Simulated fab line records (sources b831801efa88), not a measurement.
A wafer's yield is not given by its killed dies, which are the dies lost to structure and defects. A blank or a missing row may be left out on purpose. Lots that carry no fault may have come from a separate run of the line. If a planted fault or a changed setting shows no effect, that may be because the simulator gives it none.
A struck lot beside a sound one + flow sky130 + 15 steps out of a route of 708
Sound: wafers L207.2, L207.5, L207.6. Wafers L215.4, L215.5, L215.6 were the ones struck. Last of all comes the cause.
At each step with rows: each side's tool, then ch and its chambers, then its first start. Under that, the readings that differ: sound wafers + struck wafers + difference of the means + sigmas: that difference in standard deviations of wafers without a fault.
alike: readings whose means differ by less than 2 such deviations, and words and numbers that are the same on both sides. not compared: withheld readings, readings that some wafer has no value for, bounds like >300 that may hide the same value, and numbers for which the record gives no deviation and whose values overlap.
Wherever a step has rows on one side only, a row that says differs or no value, or a row with sigmas, the two part there. When numbers do not overlap yet have no deviation, they are printed without sigmas and do not part them. A reading missing from all wafers of one side parts the sides only when that side holds two or more wafers.

first, 1 step without rows for these wafers: SKY_SONOS_TUNNEL_STRIP_11 (strips in SPM, time 600 s).
SKY_SONOS_TUNNEL_TW_MEAS_12:
  sound on film-metro-04, day 12 09:45; struck on film-metro-01, day 15 10:44
| reading         | sound             | struck            | difference | sigmas |
|-----------------|-------------------|-------------------|------------|--------|
| SONOS_TUNNEL_TW | 199.5 202.0 199.7 | 195.9 196.3 197.2 | -3.9       | -2     |
then, 2 steps without rows for these wafers: SKY_SONOS_TUNNEL_CLEAN_13 (cleans in dHF, time 20 s); SKY_SONOS_ONO_OXIDATION_00 (stabilise 600 s, purge 300 s, target thk 2.6 nm).
SKY_SONOS_ONO_THK_MEAS_01:
  sound on film-metro-04, day 12 11:53; struck on film-metro-02, day 15 12:10
  alike: SONOS_ONO_OXIDATION_THK
then, 1 step without rows for these wafers: SKY_SONOS_ONO_CVD_02 (deposits Si3N4 from DCS/NH3, target thk 10.5 nm, time 180 s).
SKY_SONOS_ONO_THK_MEAS_03:
  sound on film-metro-01, day 12 13:00; struck on film-metro-02, day 15 16:11
  alike: SONOS_ONO_CVD_02_THK
then, 1 step without rows for these wafers: SKY_SONOS_ONO_CVD_04 (deposits SiO2 from SiH4/N2O, target thk 5.7199 nm).
SKY_SONOS_ONO_THK_MEAS_05:
  sound on film-metro-01, day 12 14:19; struck on film-metro-02, day 15 18:07
  alike: SONOS_ONO_CVD_04_THK
then, 3 steps without rows for these wafers: SKY_SONOS_ONO_DEHYDRATE_06 (time 60 s); SKY_SONOS_ONO_HMDS_07 (prime time 60 s); SKY_SONOS_ONO_COAT_08 (resist thk 1140 nm).
SKY_SONOS_ONO_SOFTBAKE_09: time 60 s.
  sound on litho-track-03 ch 0, day 13 02:19; struck on litho-track-03 ch 0, day 16 07:37
| reading                  | sound             | struck            | difference | sigmas |
|--------------------------|-------------------|-------------------|------------|--------|
| heater-power-total-W (W) | 56.58 56.61 56.56 | 57.14 57.17 57.22 | +0.59      | +13    |
| plate-temp-C (C)         | 89.95 90.07 90.02 | 90.69 90.60 90.79 | +0.68      | +6     |
  alike: exhaust-pa
then, 1 step without rows for these wafers: SKY_SONOS_ONO_EXPOSE_10 (exposes mask ONOM, target cd 410 nm).
-- the record jumps here: 33 days lie between the struck wafers' starts before and after (it left off in module SONOS_ONO and takes up again in module PAD_OPEN, whose first step shown is number 708 of the route) --
SKY_PAD_OPEN_PROBE_99:
  sound on prober-01, day 46 15:11; struck on prober-01, day 49 01:25
| reading            | sound    | struck   | difference | sigmas |
|--------------------|----------|----------|------------|--------|
| killed_at_M0_to_M3 | 30 33 31 | 52 48 43 | +16        | +2     |
  alike: killed_at_M4_up, killed-at-contacts, killed-at-front-end, killed-at-other, killed-dies, killed-open, killed-short

WHERE THEY PART
First at SKY_SONOS_TUNNEL_TW_MEAS_12; last, within this record, at SKY_PAD_OPEN_PROBE_99.

WHY: the cause the simulator had injected
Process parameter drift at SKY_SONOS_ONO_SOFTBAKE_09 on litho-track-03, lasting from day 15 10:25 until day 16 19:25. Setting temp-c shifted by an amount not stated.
